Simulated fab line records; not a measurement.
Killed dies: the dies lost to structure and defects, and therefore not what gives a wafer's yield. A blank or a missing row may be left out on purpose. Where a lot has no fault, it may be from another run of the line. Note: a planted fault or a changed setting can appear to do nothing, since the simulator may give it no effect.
fab line records -- flow sky130
record: lots: 13, wafers: 39, lastDay: 50
route steps=708 shown FIELD_ISO@14 DNWELL@44 PAD_OPEN@708
lots with no fault: from the same line, run without faults
startH: hours from the record's opening day to when the first of the lot's shown wafers began -- waitH: time in hours since the lot's previous step -- " repeats the value in the row above -- L1.1+2: several wafers, shown together as one row -- - no value, or no start was given -- * or withheld: withheld -- < > ~ a bound
route shown NAME@n: names a module that has steps shown in the file, with the first one's number in the route -- usual: mean and standard deviation over wafers with no fault -- same: alike in all rows -- chamber/n: place in a boat -- sites: per-site readings -- _std_site: their standard deviation -- _edge_site: the outer-site mean with the inner-site mean subtracted -- radiusMm: for every site, how far away it sits from the centre of the wafer -- mask NAME#n: copy n -- behind: the tool/chamber that last shaped the wafer -- hold: reason for holding the lot/hours on hold/outcome of the hold -- device: which transistor (n, p or np) failed to switch -- end of line: tests of these same wafers at the route's end -- a step given without rows: its recipe and nothing more -- killed: count of dies lost to structure and defects at first sort (not the wafer's yield) -- map: per-die view of a wafer (x killed, . not killed, _ where there is no die)
set.NAME: the setting that was run; set.NAME@STEP: the one run at that earlier step -- model.NAME: the simulator's own value behind a step, which no gauge read
a sample of lots followed through the steps of the route, with each step as a table and each wafer as a row
services: a tool's chamber out of use, with start hour (startH, from the record's first day; less than 0 if before it), hours out, and reason
== steps ==
step: SKY_FIELD_ISO_CD_MEAS_13
recipe: targetCdNm: 150
usual: cdNm: 150.1/1.5
lot.wafer,tool,chamber,startH,waitH,cdNm
L828.1,cdSem-01,-,29.15,-,150.0
L828.5,cdSem-01,-,29.15,-,149.8
L828.6,cdSem-01,-,29.15,-,149.5
L829.2,cdSem-02,-,35.59,-,150.3
L829.3,cdSem-02,-,35.59,-,150.5
L829.6,cdSem-02,-,35.59,-,148.3
L830.3,cdSem-02,-,38.75,-,150.1
L830.4,cdSem-02,-,38.75,-,151.5
L830.6,cdSem-02,-,38.75,-,151.6
L832.1,cdSem-02,-,50.36,-,148.0
L832.2,cdSem-02,-,50.36,-,148.2
L832.3,cdSem-02,-,50.36,-,148.7
L835.3,cdSem-02,-,64.95,-,150.0
L835.4,cdSem-02,-,64.95,-,150.3
L835.6,cdSem-02,-,64.95,-,152.3
L843.1,cdSem-02,-,107.56,-,150.8
L843.3,cdSem-02,-,107.56,-,150.2
L843.5,cdSem-02,-,107.56,-,151.5
L845.1,cdSem-02,-,116.55,-,149.0
L845.2,cdSem-02,-,116.55,-,147.8
L845.5,cdSem-02,-,116.55,-,148.7
L846.4,cdSem-02,-,122.07,-,152.4
L846.5,cdSem-02,-,122.07,-,151.8
L846.6,cdSem-02,-,122.07,-,152.9
L847.2,cdSem-02,-,125.87,-,149.2
L847.5,cdSem-02,-,125.87,-,150.5
L847.6,cdSem-02,-,125.87,-,151.2
L848.1,cdSem-02,-,131.87,-,151.1
L848.4,cdSem-02,-,131.87,-,151.3
L848.5,cdSem-02,-,131.87,-,151.6
L849.3,cdSem-01,-,141.90,-,149.7
L849.4,cdSem-01,-,141.90,-,150.7
L849.6,cdSem-01,-,141.90,-,150.6
L850.4,cdSem-02,-,145.86,-,148.6
L850.5,cdSem-02,-,145.86,-,148.0
L850.6,cdSem-02,-,145.86,-,150.2
L851.2,cdSem-01,-,151.37,-,148.9
L851.3,cdSem-01,-,151.37,-,149.3
L851.4,cdSem-01,-,151.37,-,149.5
step: SKY_FIELD_ISO_ETCH_17
recipe: targetDepthA: 3420, maskMaterial: Si3N4, chemistry: HBr/Cl2/O2, target: Si, taperDeg: 5, icpW: 600, biasW: 150, pressureMtorr: 15, HBr_flow_sccm: 150, Cl2_flow_sccm: 40, O2_flow_sccm: 6, timeS: 97.7
usual: HBr_flow_sccm: 150.0/0.46, chamberPressureMTorr: 14.998/0.015, drypumpMotorCurrentA: 5.7/0.45, mfcCl2Sccm: 40.00/0.13, oesProductAu: 1.003/0.0085, rfFwdPowerW: 596.0/1.9, throttleValvePct: 25.654/0.0093
lot.wafer,tool,chamber,startH,waitH,HBr_flow_sccm,chamberPressureMTorr,drypumpMotorCurrentA,mfcCl2Sccm,oesProductAu,rfFwdPowerW,rfHoursCounterH,throttleValvePct
L828.1,rieSi-02,2,29.47,0.1,150.5,15.008,6.6,39.91,1.000,591.5,66,25.654
L828.5,rieSi-02,3,29.47,0.1,149.6,15.011,5.9,40.03,0.998,598.3,-,25.654
L828.6,rieSi-02,2,29.47,0.1,150.4,14.986,6.6,39.91,1.005,596.1,-,25.645
L829.2,rieSi-02,3,35.89,0.1,150.0,15.002,5.9,40.03,0.991,597.1,160,25.648
L829.3,rieSi-02,1,35.89,0.1,150.2,15.008,5.1,40.17,1.020,596.4,156,25.657
L829.6,rieSi-02,0,35.89,0.1,150.8,14.962,5.2,39.96,1.008,594.7,-,25.654
L830.3,rieSi-01,2,39.03,0.0,150.1,15.007,5.7,40.22,1.011,595.5,89,25.656
L830.4,rieSi-01,1,39.03,0.0,150.4,14.963,5.7,39.93,1.008,595.6,128,25.666
L830.6,rieSi-01,3,39.03,0.0,149.7,14.985,5.1,40.21,0.997,600.2,-,25.657
L832.1,rieSi-01,0,50.68,0.1,150.3,14.982,5.9,39.96,0.951,503.3,53,25.686
L832.2,rieSi-01,2,50.68,0.1,149.8,15.009,5.7,40.19,0.943,498.2,89,25.699
L832.3,rieSi-01,3,50.68,0.1,150.3,14.993,5.2,39.90,0.947,498.9,78,25.694
L835.3,rieSi-01,0,65.23,0.0,150.0,15.010,5.9,39.85,0.944,500.4,54,25.670
L835.4,rieSi-01,2,65.23,0.0,149.5,15.020,5.7,40.27,0.948,500.6,90,25.681
L835.6,rieSi-01,3,65.23,0.0,150.2,14.997,5.2,39.90,0.954,500.5,-,25.682
L843.1,rieSi-02,3,107.88,0.1,150.2,14.994,5.9,39.98,1.011,596.8,0,25.639
L843.3,rieSi-02,1,107.88,0.1,150.4,14.986,5.1,40.04,0.995,594.4,0,25.676
L843.5,rieSi-02,3,107.88,0.1,150.4,15.001,5.9,40.01,1.005,597.7,-,25.657
L845.1,rieSi-01,3,116.87,0.1,151.3,14.994,5.2,39.82,0.998,597.9,79,25.660
L845.2,rieSi-01,2,116.87,0.1,150.0,15.014,5.7,40.09,1.011,594.8,90,25.662
L845.5,rieSi-01,1,116.87,0.1,151.0,14.999,5.7,39.85,0.999,596.7,-,25.647
L846.4,rieSi-01,0,122.33,0.0,150.2,15.047,5.9,39.85,1.002,594.6,54,25.659
L846.5,rieSi-01,2,122.33,0.0,149.7,14.992,5.7,39.91,1.010,595.1,-,25.636
L846.6,rieSi-01,1,122.33,0.0,149.4,14.980,5.7,40.12,0.987,596.7,-,25.661
L847.2,rieSi-02,0,126.17,0.1,149.9,14.995,5.2,40.05,0.995,594.9,74,25.662
L847.5,rieSi-02,2,126.17,0.1,150.1,14.982,6.6,40.06,1.009,593.4,-,25.663
L847.6,rieSi-02,1,126.17,0.1,150.6,14.991,5.1,39.98,0.996,598.8,-,25.660
L848.1,rieSi-02,0,132.19,0.1,148.7,14.990,5.2,40.11,0.985,596.1,74,25.673
L848.4,rieSi-02,3,132.19,0.1,150.7,14.990,5.9,39.63,0.998,600.1,0,25.658
L848.5,rieSi-02,2,132.19,0.1,150.4,15.004,6.6,40.01,0.999,594.7,-,25.648
L849.3,rieSi-01,3,142.18,0.0,149.6,14.985,5.2,40.16,0.994,599.1,79,25.663
L849.4,rieSi-01,2,142.18,0.0,149.7,14.998,5.7,39.88,1.005,596.1,90,25.659
L849.6,rieSi-01,2,142.18,0.0,149.8,14.989,5.7,40.19,1.000,593.6,-,25.671
L850.4,rieSi-02,2,146.12,0.0,149.9,15.001,6.6,39.88,1.012,594.7,67,25.642
L850.5,rieSi-02,3,146.12,0.0,149.9,14.992,5.9,39.97,1.019,597.3,-,25.656
L850.6,rieSi-02,0,146.12,0.0,150.5,15.001,5.2,39.98,0.995,597.6,-,25.687
L851.2,rieSi-01,3,151.67,0.1,149.7,15.016,5.1,40.05,1.015,596.7,79,25.654
L851.3,rieSi-01,2,151.67,0.1,150.2,15.009,5.7,39.97,1.016,596.3,90,25.654
L851.4,rieSi-01,1,151.67,0.1,150.1,14.997,5.7,40.12,1.007,594.2,129,25.641
step: SKY_FIELD_ISO_THK_MEAS_23
recipe: reads: SiO2_of_FIELD_ISO_OXIDATION_22
usual: FIELD_ISO_OXIDATION_01_THK: 10.02/0.2
lot.wafer,tool,chamber,startH,waitH,FIELD_ISO_OXIDATION_01_THK[nm]
L828.1,filmMetro-02,-,30.99,0.0,10.08
L828.5,filmMetro-02,-,30.99,0.0,10.33
L828.6,filmMetro-02,-,30.99,0.0,10.24
L829.2,filmMetro-03,-,37.42,0.0,9.76
L829.3,filmMetro-03,-,37.42,0.0,9.71
L829.6,filmMetro-03,-,37.42,0.0,9.82
L830.3,filmMetro-04,-,40.92,0.0,9.80
L830.4,filmMetro-04,-,40.92,0.0,9.78
L830.6,filmMetro-04,-,40.92,0.0,9.77
L832.1,filmMetro-03,-,52.90,0.0,10.04
L832.2,filmMetro-03,-,52.90,0.0,10.11
L832.3,filmMetro-03,-,52.90,0.0,10.15
L835.3,filmMetro-03,-,67.50,0.0,10.32
L835.4,filmMetro-03,-,67.50,0.0,10.17
L835.6,filmMetro-03,-,67.50,0.0,10.20
L843.1,filmMetro-02,-,109.41,0.0,10.08
L843.3,filmMetro-02,-,109.41,0.0,9.89
L843.5,filmMetro-02,-,109.41,0.0,10.24
L845.1,filmMetro-03,-,123.06,0.0,9.99
L845.2,filmMetro-03,-,123.06,0.0,10.01
L845.5,filmMetro-03,-,123.06,0.0,10.11
L846.4,filmMetro-03,-,127.18,0.0,10.08
L846.5,filmMetro-03,-,127.18,0.0,10.01
L846.6,filmMetro-03,-,127.18,0.0,10.10
L847.2,filmMetro-02,-,131.19,0.0,10.45
L847.5,filmMetro-02,-,131.19,0.0,10.35
L847.6,filmMetro-02,-,131.19,0.0,10.28
L848.1,filmMetro-02,-,135.64,0.0,10.02
L848.4,filmMetro-02,-,135.64,0.0,9.86
L848.5,filmMetro-02,-,135.64,0.0,10.11
L849.3,filmMetro-03,-,143.93,0.0,9.69
L849.4,filmMetro-03,-,143.93,0.0,9.69
L849.6,filmMetro-03,-,143.93,0.0,9.70
L850.4,filmMetro-02,-,147.84,0.0,9.92
L850.5,filmMetro-02,-,147.84,0.0,9.83
L850.6,filmMetro-02,-,147.84,0.0,9.66
L851.2,filmMetro-03,-,153.21,0.0,9.85
L851.3,filmMetro-03,-,153.21,0.0,10.02
L851.4,filmMetro-03,-,153.21,0.0,10.06
step: SKY_DNWELL_TW_MEAS_09
usual: DNWELL_TW: 1112/11
lot.wafer,tool,chamber,startH,waitH,DNWELL_TW
L828.1,filmMetro-01,-,51.57,0.1,1113
L828.5,filmMetro-01,-,51.57,0.1,1109
L828.6,filmMetro-01,-,51.57,0.1,1111
L829.2,filmMetro-01,-,57.52,0.1,1104
L829.3,filmMetro-01,-,57.52,0.1,1104
L829.6,filmMetro-01,-,57.52,0.1,1105
L830.3,filmMetro-01,-,61.67,0.1,1105
L830.4,filmMetro-01,-,61.67,0.1,1106
L830.6,filmMetro-01,-,61.67,0.1,1106
L832.1,filmMetro-04,-,73.72,0.1,1100
L832.2,filmMetro-04,-,73.72,0.1,1104
L832.3,filmMetro-04,-,73.72,0.1,1105
L835.3,filmMetro-04,-,89.38,0.1,1104
L835.4,filmMetro-04,-,89.38,0.1,1102
L835.6,filmMetro-04,-,89.38,0.1,1106
L843.1,filmMetro-04,-,131.77,0.1,1114
L843.3,filmMetro-04,-,131.77,0.1,1117
L843.5,filmMetro-04,-,131.77,0.1,1108
L845.1,filmMetro-03,-,152.00,0.1,1134
L845.2,filmMetro-03,-,152.00,0.1,1137
L845.5,filmMetro-03,-,152.00,0.1,1135
L846.4,filmMetro-01,-,155.10,0.1,1113
L846.5,filmMetro-01,-,155.10,0.1,1116
L846.6,filmMetro-01,-,155.10,0.1,1111
L847.2,filmMetro-01,-,156.71,0.1,1118
L847.5,filmMetro-01,-,156.71,0.1,1114
L847.6,filmMetro-01,-,156.71,0.1,1120
L848.1,filmMetro-03,-,161.10,0.1,1128
L848.4,filmMetro-03,-,161.10,0.1,1129
L848.5,filmMetro-03,-,161.10,0.1,1127
L849.3,filmMetro-01,-,168.92,0.1,1113
L849.4,filmMetro-01,-,168.92,0.1,1111
L849.6,filmMetro-01,-,168.92,0.1,1105
L850.4,filmMetro-04,-,172.58,0.1,1104
L850.5,filmMetro-04,-,172.58,0.1,1099
L850.6,filmMetro-04,-,172.58,0.1,1109
L851.2,filmMetro-01,-,178.21,0.1,1099
L851.3,filmMetro-01,-,178.21,0.1,1108
L851.4,filmMetro-01,-,178.21,0.1,1105
step: SKY_PAD_OPEN_PROBE_99
usual: killed_at_M0_to_M3: 44/6.4, killed_at_M4_up: 3.0/1.8, killedAtContacts: 24/5, killedAtFrontEnd: 16/4.3, killedAtOther: 0.4/0.76, killedDies: 88/8.6, killedOpen: 47/7.2, killedShort: 40/5.5
same: grossDies: 492, killedAtBackSide: 0
lot.wafer,tool,chamber,startH,waitH,killed_at_M0_to_M3,killed_at_M4_up,killedAtContacts,killedAtFrontEnd,killedAtOther,killedDies,killedOpen,killedShort
L828.1,prober-01,-,1072.32,0.1,50,4,25,21,0,100,50,50
L828.5,prober-01,-,1072.52,0.2,40,5,25,17,0,87,45,42
L828.6,prober-01,-,1072.57,0.2,51,5,18,22,0,96,54,42
L829.2,prober-02,-,1077.97,0.1,49,3,27,19,0,98,53,44
L829.3,prober-02,-,1078.02,0.2,49,0,26,12,0,87,53,34
L829.6,prober-02,-,1078.17,0.2,42,3,29,16,1,91,56,35
L830.3,prober-01,-,1085.65,0.2,39,4,16,12,0,71,35,36
L830.4,prober-01,-,1085.70,0.2,51,5,13,17,1,87,48,39
L830.6,prober-01,-,1085.80,0.2,51,5,22,18,0,96,61,35
L832.1,prober-01,-,1098.11,0.1,39,3,22,11,1,76,39,37
L832.2,prober-01,-,1098.16,0.1,50,4,30,7,0,91,42,49
L832.3,prober-01,-,1098.21,0.2,53,3,21,16,0,93,56,37
L835.3,prober-02,-,1119.53,0.2,38,3,23,23,0,87,47,40
L835.4,prober-02,-,1119.58,0.2,59,3,27,11,0,100,57,43
L835.6,prober-02,-,1119.68,0.2,46,4,26,12,1,89,47,41
L843.1,prober-02,-,1154.07,0.1,45,4,37,19,0,105,61,43
L843.3,prober-02,-,1154.17,0.2,43,1,31,19,0,94,45,48
L843.5,prober-02,-,1154.27,0.2,53,3,31,15,0,102,59,41
L846.4,prober-02,-,1180.32,0.2,51,0,25,13,0,89,48,41
L846.5,prober-02,-,1180.37,0.2,51,6,30,15,0,102,59,43
L846.6,prober-02,-,1180.42,0.2,37,2,28,18,0,85,50,35
L845.1,prober-01,-,1181.56,0.1,46,0,28,20,2,96,47,47
L845.2,prober-01,-,1181.61,0.1,34,1,24,22,2,83,46,35
L845.5,prober-01,-,1181.76,0.2,30,4,25,25,0,84,43,41
L847.2,prober-02,-,1182.48,0.1,51,1,21,10,0,83,46,37
L847.5,prober-02,-,1182.63,0.2,49,4,17,17,1,88,47,39
L847.6,prober-02,-,1182.68,0.2,48,4,18,15,0,85,50,34
L848.1,prober-01,-,1183.46,0.1,45,3,20,13,0,81,42,39
L848.4,prober-01,-,1183.61,0.2,39,3,24,14,0,80,38,42
L848.5,prober-01,-,1183.66,0.2,55,2,23,16,0,96,46,50
L849.3,prober-02,-,1190.47,0.2,37,4,17,15,1,74,50,22
L849.4,prober-02,-,1190.52,0.2,43,1,25,19,0,88,49,37
L849.6,prober-02,-,1190.62,0.2,41,0,32,17,0,90,50,39
L850.4,prober-01,-,1192.02,0.2,34,3,36,17,2,92,50,39
L850.5,prober-01,-,1192.07,0.2,43,6,16,11,0,76,38,36
L850.6,prober-01,-,1192.12,0.2,53,0,28,18,0,99,47,50
L851.2,prober-02,-,1195.49,0.1,49,2,27,25,0,103,68,35
L851.3,prober-02,-,1195.54,0.2,42,3,20,19,0,84,41,43
L851.4,prober-02,-,1195.59,0.2,59,2,32,12,1,106,57,49
killed by level:class
L828.1 VIA1:geometricParticle:open=17 METAL2:geometricParticle:short=9 POLY_GATE:geometricParticle:short=8 CONTACT:geometricParticle:open=8 POLY_GATE:geometricParticle:open=6 LI_CONTACT:geometricParticle:open=5 CONTACT:geometricParticle:short=5 METAL1:geometricParticle:short=5
L828.5 CONTACT:geometricParticle:open=9 VIA2:geometricParticle:open=9 LI_CONTACT:geometricParticle:open=7 POLY_GATE:geometricParticle:short=6 VIA1:geometricParticle:open=6 VIA1:geometricParticle:short=6 VIA3:geometricParticle:open=6 FIELD_ISO:geometricParticle:short=5
L828.6 VIA1:geometricParticle:open=14 POLY_GATE:geometricParticle:open=7 CONTACT:geometricParticle:open=7 VIA2:geometricParticle:open=7 POLY_GATE:geometricParticle:short=6 LI_CONTACT:geometricParticle:open=6 METAL2:geometricParticle:short=6 FIELD_ISO:geometricParticle:short=5
L829.2 CONTACT:geometricParticle:open=12 VIA1:geometricParticle:open=12 FIELD_ISO:geometricParticle:short=7 VIA2:geometricParticle:short=6 VIA3:geometricParticle:open=6 POLY_GATE:geometricParticle:open=5 METAL1:geometricParticle:open=5 LI_CONTACT:geometricParticle:open=4
L829.3 VIA1:geometricParticle:open=11 CONTACT:geometricParticle:open=9 METAL1:geometricParticle:short=8 VIA3:geometricParticle:open=8 LI_CONTACT:geometricParticle:open=7 VIA2:geometricParticle:open=7 CONTACT:geometricParticle:short=5 FIELD_ISO:geometricParticle:short=4
L829.6 VIA2:geometricParticle:open=12 LI_CONTACT:geometricParticle:open=11 CONTACT:geometricParticle:open=8 VIA1:geometricParticle:open=7 CONTACT:geometricParticle:short=7 VIA3:geometricParticle:open=6 POLY_GATE:geometricParticle:open=5 FIELD_ISO:geometricParticle:open=4
L830.3 VIA1:geometricParticle:open=7 LI_CONTACT:geometricParticle:open=6 VIA3:geometricParticle:open=6 CONTACT:geometricParticle:open=5 VIA1:geometricParticle:short=5 VIA2:geometricParticle:open=5 FIELD_ISO:geometricParticle:short=4 METAL1:geometricParticle:short=4
L830.4 VIA2:geometricParticle:open=13 VIA1:geometricParticle:open=10 VIA3:geometricParticle:open=8 CONTACT:geometricParticle:open=6 METAL1:geometricParticle:short=6 VIA1:geometricParticle:short=4 METAL4:geometricParticle:short=4 FIELD_ISO:geometricParticle:short=3
L830.6 VIA1:geometricParticle:open=17 CONTACT:geometricParticle:open=9 VIA3:geometricParticle:open=8 POLY_GATE:geometricParticle:short=6 VIA2:geometricParticle:open=6 VIA1:geometricParticle:short=6 POLY_GATE:geometricParticle:open=5 LI_CONTACT:geometricParticle:open=5
L832.1 VIA3:geometricParticle:open=8 METAL2:geometricParticle:short=7 VIA1:geometricParticle:open=7 LI_CONTACT:geometricParticle:open=5 CONTACT:geometricParticle:open=5 POLY_GATE:geometricParticle:open=4 CONTACT:geometricParticle:short=4 VIA1:geometricParticle:short=4
L832.2 VIA1:geometricParticle:open=12 METAL1:geometricParticle:short=10 LI_CONTACT:geometricParticle:open=9 CONTACT:geometricParticle:open=7 VIA1:geometricParticle:short=7 LI_CONTACT:geometricParticle:short=6 METAL3:geometricParticle:short=5 VIA3:geometricParticle:open=5
L832.3 VIA1:geometricParticle:open=21 CONTACT:geometricParticle:open=7 LI_CONTACT:geometricParticle:open=6 POLY_GATE:geometricParticle:open=5 METAL2:geometricParticle:short=5 METAL1:geometricParticle:short=5 VIA1:geometricParticle:short=5 SPACER:geometricParticle:open=4
L835.3 VIA2:geometricParticle:open=8 VIA3:geometricParticle:open=8 POLY_GATE:geometricParticle:short=7 LI_CONTACT:geometricParticle:open=7 CONTACT:geometricParticle:open=7 FIELD_ISO:geometricParticle:short=6 CONTACT:geometricParticle:short=6 METAL1:geometricParticle:short=5
L835.4 VIA1:geometricParticle:open=11 CONTACT:geometricParticle:open=10 VIA3:geometricParticle:open=10 VIA2:geometricParticle:open=7 CONTACT:geometricParticle:short=6 VIA1:geometricParticle:short=6 LI_CONTACT:geometricParticle:open=5 VIA2:geometricParticle:short=5
L835.6 CONTACT:geometricParticle:open=10 METAL1:geometricParticle:short=10 LI_CONTACT:geometricParticle:open=9 VIA2:geometricParticle:open=8 VIA3:geometricParticle:short=6 LI_CONTACT:geometricParticle:short=5 METAL1:geometricParticle:open=4 VIA1:geometricParticle:open=3
L843.1 CONTACT:geometricParticle:open=18 LI_CONTACT:geometricParticle:open=10 VIA1:geometricParticle:open=10 VIA1:geometricParticle:short=7 FIELD_ISO:geometricParticle:open=6 METAL2:geometricParticle:short=6 VIA2:geometricParticle:open=5 CONTACT:geometricParticle:short=4
L843.3 VIA1:geometricParticle:open=10 CONTACT:geometricParticle:open=9 LI_CONTACT:geometricParticle:open=7 CONTACT:geometricParticle:short=7 VIA1:geometricParticle:short=7 VIA3:geometricParticle:open=6 METAL1:geometricParticle:short=5 FIELD_ISO:geometricParticle:open=4
L843.5 CONTACT:geometricParticle:open=16 VIA1:geometricParticle:open=13 LI_CONTACT:geometricParticle:open=8 VIA1:geometricParticle:short=7 VIA2:geometricParticle:open=7 FIELD_ISO:geometricParticle:open=5 CONTACT:geometricParticle:short=5 VIA3:geometricParticle:short=5
L846.4 CONTACT:geometricParticle:open=11 METAL2:geometricParticle:short=9 VIA3:geometricParticle:open=8 VIA1:geometricParticle:open=6 VIA1:geometricParticle:short=6 VIA2:geometricParticle:short=6 VIA2:geometricParticle:open=5 LI_CONTACT:geometricParticle:open=5
L846.5 CONTACT:geometricParticle:open=12 VIA1:geometricParticle:open=11 LI_CONTACT:geometricParticle:open=10 VIA1:geometricParticle:short=9 METAL1:geometricParticle:short=8 VIA2:geometricParticle:open=6 METAL2:geometricParticle:short=5 VIA3:geometricParticle:open=5
L846.6 CONTACT:geometricParticle:open=9 VIA2:geometricParticle:open=9 LI_CONTACT:geometricParticle:open=8 FIELD_ISO:geometricParticle:open=7 METAL2:geometricParticle:short=6 LOCAL_INTERCONNECT:geometricParticle:short=6 VIA1:geometricParticle:open=6 CONTACT:geometricParticle:short=5
L845.1 CONTACT:geometricParticle:open=11 METAL2:geometricParticle:short=10 LI_CONTACT:geometricParticle:open=8 VIA1:geometricParticle:open=8 METAL1:geometricParticle:short=5 VIA1:geometricParticle:short=5 VIA2:geometricParticle:short=5 SPACER:geometricParticle:short=4
L845.2 CONTACT:geometricParticle:open=9 FIELD_ISO:geometricParticle:open=7 VIA3:geometricParticle:open=7 LI_CONTACT:geometricParticle:open=6 METAL1:geometricParticle:short=6 VIA2:geometricParticle:open=6 POLY_GATE:geometricParticle:short=5 METAL2:geometricParticle:short=5
L845.5 VIA1:geometricParticle:open=8 FIELD_ISO:geometricParticle:short=7 CONTACT:geometricParticle:short=7 CONTACT:geometricParticle:open=6 FIELD_ISO:geometricParticle:open=5 POLY_GATE:geometricParticle:open=5 VIA2:geometricParticle:open=5 POLY_GATE:geometricParticle:short=4
L847.2 VIA1:geometricParticle:open=14 CONTACT:geometricParticle:open=8 VIA1:geometricParticle:short=7 LI_CONTACT:geometricParticle:open=6 VIA2:geometricParticle:open=6 VIA3:geometricParticle:open=5 LOCAL_INTERCONNECT:geometricParticle:short=4 VIA3:geometricParticle:short=4
L847.5 VIA2:geometricParticle:open=9 METAL1:geometricParticle:short=8 VIA1:geometricParticle:open=8 VIA2:geometricParticle:short=7 VIA3:geometricParticle:open=7 FIELD_ISO:geometricParticle:open=6 LI_CONTACT:geometricParticle:open=6 CONTACT:geometricParticle:open=6
L847.6 VIA1:geometricParticle:open=15 CONTACT:geometricParticle:open=11 FIELD_ISO:geometricParticle:open=8 METAL1:geometricParticle:short=7 VIA3:geometricParticle:open=5 VIA1:geometricParticle:short=4 METAL2:geometricParticle:short=4 VIA2:geometricParticle:short=4
L848.1 VIA1:geometricParticle:open=9 VIA2:geometricParticle:open=7 VIA1:geometricParticle:short=7 LI_CONTACT:geometricParticle:open=6 VIA3:geometricParticle:open=6 CONTACT:geometricParticle:open=5 CONTACT:geometricParticle:short=4 VIA2:geometricParticle:short=4
L848.4 VIA1:geometricParticle:open=11 CONTACT:geometricParticle:open=7 VIA1:geometricParticle:short=7 FIELD_ISO:geometricParticle:short=6 LOCAL_INTERCONNECT:geometricParticle:short=6 METAL1:geometricParticle:short=6 VIA3:geometricParticle:open=5 LI_CONTACT:geometricParticle:open=4
L848.5 VIA1:geometricParticle:open=16 VIA1:geometricParticle:short=9 CONTACT:geometricParticle:open=8 METAL2:geometricParticle:short=7 POLY_GATE:geometricParticle:short=6 LOCAL_INTERCONNECT:geometricParticle:short=6 VIA3:geometricParticle:short=6 VIA2:geometricParticle:open=5
L849.3 VIA1:geometricParticle:open=11 VIA2:geometricParticle:open=10 CONTACT:geometricParticle:open=9 FIELD_ISO:geometricParticle:open=6 VIA3:geometricParticle:open=5 POLY_GATE:geometricParticle:open=3 CONTACT:geometricParticle:short=3 VIA2:geometricParticle:short=3
L849.4 VIA1:geometricParticle:open=12 CONTACT:geometricParticle:open=10 FIELD_ISO:geometricParticle:short=8 LI_CONTACT:geometricParticle:open=6 VIA2:geometricParticle:open=6 VIA1:geometricParticle:short=5 VIA3:geometricParticle:open=5 METAL2:geometricParticle:short=5
L849.6 CONTACT:geometricParticle:open=13 LI_CONTACT:geometricParticle:open=10 VIA1:geometricParticle:open=10 VIA2:geometricParticle:open=8 FIELD_ISO:geometricParticle:short=5 POLY_GATE:geometricParticle:short=5 LOCAL_INTERCONNECT:geometricParticle:short=5 METAL2:geometricParticle:short=5
L850.4 LI_CONTACT:geometricParticle:open=13 CONTACT:geometricParticle:open=10 VIA1:geometricParticle:open=8 LI_CONTACT:geometricParticle:short=5 METAL2:geometricParticle:short=5 VIA2:geometricParticle:short=5 FIELD_ISO:geometricParticle:short=4 SPACER:geometricParticle:open=4
L850.5 METAL2:geometricParticle:short=9 VIA1:geometricParticle:open=8 LI_CONTACT:geometricParticle:open=6 VIA2:geometricParticle:open=6 VIA3:geometricParticle:open=5 METAL4:geometricParticle:short=5 METAL1:geometricParticle:short=5 VIA1:geometricParticle:short=4
L850.6 VIA1:geometricParticle:open=10 CONTACT:geometricParticle:open=8 VIA3:geometricParticle:open=7 LI_CONTACT:geometricParticle:open=6 METAL1:geometricParticle:short=6 METAL2:geometricParticle:short=6 FIELD_ISO:geometricParticle:short=5 LI_CONTACT:geometricParticle:short=5
L851.2 CONTACT:geometricParticle:open=14 VIA1:geometricParticle:open=12 VIA2:geometricParticle:open=10 FIELD_ISO:geometricParticle:short=8 VIA3:geometricParticle:open=7 LI_CONTACT:geometricParticle:open=6 METAL1:geometricParticle:short=6 FIELD_ISO:geometricParticle:open=5
L851.3 VIA1:geometricParticle:open=9 LI_CONTACT:geometricParticle:open=7 FIELD_ISO:geometricParticle:open=6 FIELD_ISO:geometricParticle:short=5 VIA3:geometricParticle:short=5 METAL1:geometricParticle:short=5 VIA2:geometricParticle:short=5 VIA2:geometricParticle:open=5
L851.4 VIA2:geometricParticle:open=13 CONTACT:geometricParticle:open=12 VIA3:geometricParticle:open=10 LI_CONTACT:geometricParticle:open=8 CONTACT:geometricParticle:short=6 METAL2:geometricParticle:short=6 METAL3:geometricParticle:short=6 VIA1:geometricParticle:open=5
== services ==
tool,chamber,startH,hours,kind
rieSi-01,-,6.09,28.1,pm
rieSi-02,3,38.94,-,clean
rieSi-02,3,38.94,25.3,scheduledDown
rieSi-02,3,38.94,25.3,ventCycle
rieSi-02,1,64.23,-,clean
rieSi-02,1,64.23,14.5,scheduledDown
rieSi-02,1,64.23,14.5,ventCycle
rieSi-02,2,72.10,2.2,repair
rieSi-02,-,84.46,14.6,pm
rieSi-01,-,129.88,0.1,repair
rieSi-01,-,140.73,0.6,repair
== key ==
firstSign: step: SKY_FIELD_ISO_ETCH_17, reading: rfFwdPowerW, direction: down, sigmas: 50, usual: 596.0, struck: 500.3
effect: step: SKY_FIELD_ISO_ETCH_17, reading: oesProductAu, direction: down, sigmas: 6.5, usual: 1.003, struck: 0.948
metAt SKY_FIELD_ISO_ETCH_17
struckLots L832,L835
testerLeftOut L832,L835
notActingAt SKY_FIELD_ISO_CD_MEAS_13,SKY_FIELD_ISO_THK_MEAS_23,SKY_DNWELL_TW_MEAS_09
onsetBetween 39.03 50.68
fault: kind: processParameterDrift, tool: rieSi-01, chamber: -, onsetH: 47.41, steps: SKY_FIELD_ISO_ETCH_17, channel: icpW, offset: -96, shape: step, endH: 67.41, actsIn: theseRecipesOnly, stated: 600
testerLeftOut: of these lots the tester's yield and bins aren't shown, on N5 and GAA mostly nor the transistor test; their killed dies are dies lost to structure and defects alone, not to doping, threshold or leakage, so they don't give the yield
